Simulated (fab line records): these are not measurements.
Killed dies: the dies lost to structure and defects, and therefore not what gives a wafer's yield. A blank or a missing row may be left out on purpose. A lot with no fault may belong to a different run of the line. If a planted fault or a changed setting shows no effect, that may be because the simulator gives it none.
A sampling plan put to the test -- flow sky130 -- one fab line, 10 faults that these records tell of, each judged on the records of the lots that it struck; 2 more are left out, because the records don't allow judging them
The plan is the line's own looks: the steps of the route at which a gauge or an inspection reads the wafer and doesn't change it. A look can be judged if struck wafers have a number there and the file gives its usual mean and standard deviation on fault-free wafers. Caught: a look later than the fault's first step finds the struck wafers' mean 4 or more of those standard deviations (sigma) from the usual mean. On the tool: here the same test is run on the tool's own readings at the fault's steps. Another recipe on the struck wafers, or a record that is blank for them alone, also counts as caught.

THE FAULTS, as the simulator had put them in
1. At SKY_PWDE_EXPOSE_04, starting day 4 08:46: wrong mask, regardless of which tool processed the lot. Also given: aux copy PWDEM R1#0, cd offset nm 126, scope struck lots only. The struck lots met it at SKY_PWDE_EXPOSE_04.
2. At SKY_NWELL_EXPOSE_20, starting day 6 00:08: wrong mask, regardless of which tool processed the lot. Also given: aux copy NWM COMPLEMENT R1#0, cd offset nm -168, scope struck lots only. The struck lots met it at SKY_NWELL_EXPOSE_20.
3. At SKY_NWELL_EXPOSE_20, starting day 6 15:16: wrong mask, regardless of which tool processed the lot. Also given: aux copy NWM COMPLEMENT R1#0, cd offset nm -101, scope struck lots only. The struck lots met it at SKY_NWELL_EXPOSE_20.
4. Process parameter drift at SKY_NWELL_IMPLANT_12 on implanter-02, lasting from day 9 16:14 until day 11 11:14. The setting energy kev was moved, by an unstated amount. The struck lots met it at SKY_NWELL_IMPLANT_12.
5. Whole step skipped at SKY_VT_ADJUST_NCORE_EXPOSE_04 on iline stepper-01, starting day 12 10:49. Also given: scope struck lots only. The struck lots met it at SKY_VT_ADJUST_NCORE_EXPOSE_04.
6. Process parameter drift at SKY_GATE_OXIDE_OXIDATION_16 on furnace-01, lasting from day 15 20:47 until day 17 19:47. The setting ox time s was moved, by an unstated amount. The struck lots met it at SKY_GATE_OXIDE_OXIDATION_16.
7. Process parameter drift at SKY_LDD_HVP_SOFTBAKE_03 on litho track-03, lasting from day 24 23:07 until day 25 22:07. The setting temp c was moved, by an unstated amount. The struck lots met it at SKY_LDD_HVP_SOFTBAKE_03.
8. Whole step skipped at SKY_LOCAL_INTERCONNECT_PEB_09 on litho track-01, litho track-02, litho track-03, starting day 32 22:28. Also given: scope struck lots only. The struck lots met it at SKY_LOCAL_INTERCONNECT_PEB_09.
9. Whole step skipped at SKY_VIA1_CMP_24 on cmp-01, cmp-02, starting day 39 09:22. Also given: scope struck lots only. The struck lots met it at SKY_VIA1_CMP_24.
10. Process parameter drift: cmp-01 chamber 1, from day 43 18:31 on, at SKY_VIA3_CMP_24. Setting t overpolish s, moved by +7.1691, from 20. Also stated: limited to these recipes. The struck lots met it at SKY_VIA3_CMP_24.

WHAT THE PLAN SAW
fault,on the tool itself,first look that catches it,"reading, sigma",median hours from its first step to that look,hours from the fault's start to the first struck lot there,judged looks passed uncaught
1,no reading that can be judged,not the one look that can be judged after it,-,-,-,1
2,under 2 sigma,no look after it can be judged,-,-,-,0
3,under 2 sigma,not the one look that can be judged after it,-,-,-,1
4,beam energy keV -99 or beyond sigma,not the one look that can be judged after it,-,-,-,1
5,no reading that can be judged,no look after it can be judged,-,-,-,0
6,under 2 sigma,no look after it can be judged,-,-,-,0
7,heater power total W +16 sigma,not the one look that can be judged after it,-,-,-,1
8,no reading that can be judged,no look after it can be judged,-,-,-,0
9,the tool's record is blank for the struck wafers,no look after it can be judged,-,-,-,0
10,overpolish run s +99 or beyond sigma,no look after it can be judged,-,-,-,0
A dash: this means the fault isn't caught or the number doesn't appear in these records.

Caught at a look: 0 of 10. Caught on the tool: 4 of 10. By one or the other: 4 of 10.
Caught on the tool alone: faults 4, 7, 9, 10.
Caught by neither: faults 1, 2, 3, 5, 6, 8.
